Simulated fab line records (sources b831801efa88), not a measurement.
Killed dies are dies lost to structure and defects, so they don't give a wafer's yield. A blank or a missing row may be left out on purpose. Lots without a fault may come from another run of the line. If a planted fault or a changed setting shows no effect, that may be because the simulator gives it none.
Split-lot experiment :: flow gf180mcu :: route with 602 steps; 5 lots, 23 wafers read

== ABOUT THE SPLIT ==
At GF_V1_CMP_26 (polishes, stops on SiO2, t overpolish 15 s, target thk 0 nm), the setting tOverpolishS was moved away from the recipe's 15 s on 9 of the 23 wafers read, by -28.8% to +17.1%. All remaining wafers had this setting at the recipe value.

Reading taken at the split's own step.

== THE READING ==
overpolishRunS, in s, at GF_V1_CMP_26 (polishes, stops on SiO2, t overpolish 15 s, target thk 0 nm). A value of 15.000 s with a standard deviation of 0.009 s is what fault-free wafers of this fab line usually give.

wafer: L076.1
tool, chamber at the split: cmp-02, 2
tOverpolishS as run, s: 15
against the recipe: recipe
overpolishRunS, s: 15.010
against lot-mates on the recipe: -

wafer: L076.4
tool, chamber at the split: cmp-02, 3
tOverpolishS as run, s: 15
against the recipe: recipe
overpolishRunS, s: 14.978
against lot-mates on the recipe: -

wafer: L076.3
tool, chamber at the split: cmp-02, 0
tOverpolishS as run, s: 15
against the recipe: recipe
overpolishRunS, s: 15.004
against lot-mates on the recipe: -

wafer: L076.2
tool, chamber at the split: cmp-02, 1
tOverpolishS as run, s: 17.56
against the recipe: +17.1%
overpolishRunS, s: 17.569
against lot-mates on the recipe: +2.572

wafer: L076.6
tool, chamber at the split: cmp-02, 3
tOverpolishS as run, s: 17.56
against the recipe: +17.1%
overpolishRunS, s: 17.553
against lot-mates on the recipe: +2.556

wafer: L079.2
tool, chamber at the split: cmp-01, 2
tOverpolishS as run, s: 15
against the recipe: recipe
overpolishRunS, s: 14.997
against lot-mates on the recipe: -

wafer: L079.4
tool, chamber at the split: cmp-01, 1
tOverpolishS as run, s: 15
against the recipe: recipe
overpolishRunS, s: 14.994
against lot-mates on the recipe: -

wafer: L079.5
tool, chamber at the split: cmp-01, 3
tOverpolishS as run, s: 15
against the recipe: recipe
overpolishRunS, s: 14.998
against lot-mates on the recipe: -

wafer: L081.3
tool, chamber at the split: cmp-02, 3
tOverpolishS as run, s: 12.99
against the recipe: -13.4%
overpolishRunS, s: 12.994
against lot-mates on the recipe: -2.011

wafer: L081.1
tool, chamber at the split: cmp-02, 0
tOverpolishS as run, s: 12.99
against the recipe: -13.4%
overpolishRunS, s: 13.001
against lot-mates on the recipe: -2.004

wafer: L081.2
tool, chamber at the split: cmp-02, 1
tOverpolishS as run, s: 15
against the recipe: recipe
overpolishRunS, s: 14.996
against lot-mates on the recipe: -

wafer: L081.4
tool, chamber at the split: cmp-02, 2
tOverpolishS as run, s: 12.99
against the recipe: -13.4%
overpolishRunS, s: 12.994
against lot-mates on the recipe: -2.011

wafer: L081.6
tool, chamber at the split: cmp-02, 3
tOverpolishS as run, s: 15
against the recipe: recipe
overpolishRunS, s: 15.013
against lot-mates on the recipe: -

wafer: L080.2
tool, chamber at the split: cmp-01, 0
tOverpolishS as run, s: 10.68
against the recipe: -28.8%
overpolishRunS, s: 10.682
against lot-mates on the recipe: -4.323

wafer: L080.3
tool, chamber at the split: cmp-01, 1
tOverpolishS as run, s: 15
against the recipe: recipe
overpolishRunS, s: 15.008
against lot-mates on the recipe: -

wafer: L080.1
tool, chamber at the split: cmp-01, 3
tOverpolishS as run, s: 15
against the recipe: recipe
overpolishRunS, s: 15.004
against lot-mates on the recipe: -

wafer: L080.5
tool, chamber at the split: cmp-01, 0
tOverpolishS as run, s: 15
against the recipe: recipe
overpolishRunS, s: 15.004
against lot-mates on the recipe: -

wafer: L080.6
tool, chamber at the split: cmp-01, 1
tOverpolishS as run, s: 10.68
against the recipe: -28.8%
overpolishRunS, s: 10.678
against lot-mates on the recipe: -4.327

wafer: L083.2
tool, chamber at the split: cmp-01, 2
tOverpolishS as run, s: 13.11
against the recipe: -12.6%
overpolishRunS, s: 13.113
against lot-mates on the recipe: -1.891

wafer: L083.1
tool, chamber at the split: cmp-01, 3
tOverpolishS as run, s: 15
against the recipe: recipe
overpolishRunS, s: 15.005
against lot-mates on the recipe: -

wafer: L083.4
tool, chamber at the split: cmp-01, 0
tOverpolishS as run, s: 15
against the recipe: recipe
overpolishRunS, s: 14.999
against lot-mates on the recipe: -

wafer: L083.6
tool, chamber at the split: cmp-01, 2
tOverpolishS as run, s: 15
against the recipe: recipe
overpolishRunS, s: 15.007
against lot-mates on the recipe: -

wafer: L083.5
tool, chamber at the split: cmp-01, 3
tOverpolishS as run, s: 13.11
against the recipe: -12.6%
overpolishRunS, s: 13.095
against lot-mates on the recipe: -1.909

FIT RESULTS
A straight line over all 23 wafers: overpolishRunS changes by +0.15 s for each +1% of tOverpolishS; r = +1.00; the points scatter about the line by 0.0085 s.
The same after taking each lot's own level away (the mean of its wafers on the recipe; 23 wafers): +0.15 s for each +1%; r = +1.00; scatter 0.0078 s.
On that fit, the largest move of tOverpolishS shifts the reading by 4.3 s.
The lots' own levels span 14.9963 to 15.0053 s, that is 1.0 times the standard deviation above.
So the lot-to-lot level changes the slope little: the two slopes agree.
Check: for one of the wafers moved furthest among these (-28.8%), held out of the fit, the line's prediction against its lot-mates is -4.33 s. It came out at -4.32 s against them.
Tool readings at the split's step, against how far the setting was moved: overpolishRunS r = +1.00.

== OTHER SPLITS ON THESE WAFERS ==
Before the reading, these wafers also passed through other splits. Each is held against what the fit with the lots' levels taken away leaves over:
other split on the same wafers: GF_CONTACT_CMP_04 leaveAboveRefNm
wafers away from the commonest value: 7
r with overpolishRunS (lot level and that fit taken away): +0.30

other split on the same wafers: GF_CONTACT_EXPOSE_11 doseMj
wafers away from the commonest value: 7
r with overpolishRunS (lot level and that fit taken away): +0.13

other split on the same wafers: GF_CONTACT_SPUTTER_22 powerW
wafers away from the commonest value: 10
r with overpolishRunS (lot level and that fit taken away): +0.35

other split on the same wafers: GF_M1_PEB_12 pebTimeS
wafers away from the commonest value: 6
r with overpolishRunS (lot level and that fit taken away): -0.08

other split on the same wafers: GF_V1_COAT_09 resistThkNm
wafers away from the commonest value: 6
r with overpolishRunS (lot level and that fit taken away): +0.06

== THE FILE'S OWN FIT ==
overpolishRunS changes by +0.15 s for each +1% of tOverpolishS, r = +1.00.
